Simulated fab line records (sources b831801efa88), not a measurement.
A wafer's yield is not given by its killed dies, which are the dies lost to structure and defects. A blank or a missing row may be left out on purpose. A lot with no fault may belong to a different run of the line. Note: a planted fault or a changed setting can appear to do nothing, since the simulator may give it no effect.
Matching of chambers    flow sky130    SKY_CONTACT_HDPCVD_02 on hdpcvd-01: 3 sister chambers
The step deposits SiO2, target thk 565 nm, time 94.2 s. 14 wafers are shown with their chamber, then 7 later ones without.

WAFERS PAIRED WITH THEIR CHAMBERS
wafer   chamber  sih4-flow-sccm (sccm)
L440.1  0        59.65
L440.3  1        59.94
L440.5  1        60.18
L450.1  1        60.08
L450.2  0        60.02
L450.5  1        60.31
L452.2  2        59.82
L452.3  0        60.09
L452.5  0        59.87
L453.1  0        60.39
L453.2  2        59.81
L453.3  1        59.92
L456.3  2        59.93
L456.5  0        59.98

SIGNATURES, as means of the wafers listed above
reading         chamber 0  chamber 1  chamber 2  scatter within a chamber
sih4-flow-sccm  60.0000    60.0860    59.8533    0.195
Rule: a wafer's distance from a chamber is the root of the sum, over the readings, of the square of ((its reading less the chamber's mean) divided by the reading's scatter). If the next closest chamber is less than 2 further off than the closest, the wafer can't be placed; otherwise it belongs to the closest. The scatter is the square root of a quotient: the sum, over the shown wafers, of each reading's squared deviation from its chamber's mean, divided by wafers minus chambers.

WAFERS WITHOUT THEIR CHAMBER
wafer   sih4-flow-sccm (sccm)
L456.6  59.83
L459.1  59.94
L459.2  60.12
L459.5  59.97
L463.2  60.10
L463.4  59.77
L463.5  59.97

WHICH CHAMBER EACH ONE RAN IN
wafer   from the rows above           in truth
L456.6  can't be placed: 2 or 0 or 1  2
L459.1  can't be placed: 0 or 2 or 1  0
L459.2  can't be placed: 1 or 0 or 2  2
L459.5  can't be placed: 0 or 1 or 2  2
L463.2  can't be placed: 1 or 0 or 2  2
L463.4  can't be placed: 2 or 0 or 1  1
L463.5  can't be placed: 0 or 1 or 2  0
0 of 7 placed correctly. Unplaceable from these rows: 7, with the true chamber sitting among the candidates in 7. 0 placed wrongly.
